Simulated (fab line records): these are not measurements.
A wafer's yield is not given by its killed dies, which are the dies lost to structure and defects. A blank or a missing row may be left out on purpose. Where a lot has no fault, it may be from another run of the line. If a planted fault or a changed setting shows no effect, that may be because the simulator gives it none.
Chamber matching	flow sky130	SKY_VIA2_ETCH_15 on rie diel-03 has 4 sister chambers
The step etches SiO2 in C4F8/O2/Ar, stops on TiN, target depth 546 nm, time 84 s. 4 wafers are shown with their chamber, then 7 later ones without.

## WAFERS, EACH WITH ITS CHAMBER
wafer	chamber	oes product au (a.u.)
L364.2	0	0.949
L366.6	2	0.942
L368.1	3	0.941
L368.4	1	0.950

## WAFERS WITHOUT THEIR CHAMBER
wafer	oes product au (a.u.)
L368.5	0.942
L370.1	0.942
L370.2	0.937
L370.5	0.943
L371.1	0.945
L371.4	0.939
L371.6	0.938

## THE CHAMBER EACH PASSED THROUGH
wafer	from the rows above	in truth
L368.5	can't be placed: 2 or 3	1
L370.1	can't be placed: 2 or 3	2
L370.2	can't be placed: 3 or 2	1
L370.5	can't be placed: 2 or 3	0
L371.1	can't be placed: 2 or 0 or 3 or 1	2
L371.4	can't be placed: 3 or 2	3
L371.6	can't be placed: 3 or 2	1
0 of 7 placed correctly. Cannot be placed on the basis of these rows: 7; the candidates contain the true chamber in 3. Placed wrongly: 0.
How it was worked out, from the rows above alone: a wafer's distance from a chamber is the root of the sum, over the readings, of the square of ((its reading less the chamber's mean) divided by the reading's scatter). If the next closest chamber is less than 2 further off than the closest, the wafer can't be placed; otherwise it belongs to the closest. For every chamber, the mean is computed from those of its wafers that are shown. The scatter (one wafer shown for each chamber): square how far every hidden wafer sits from the nearest shown wafer, average those squares and take the square root.
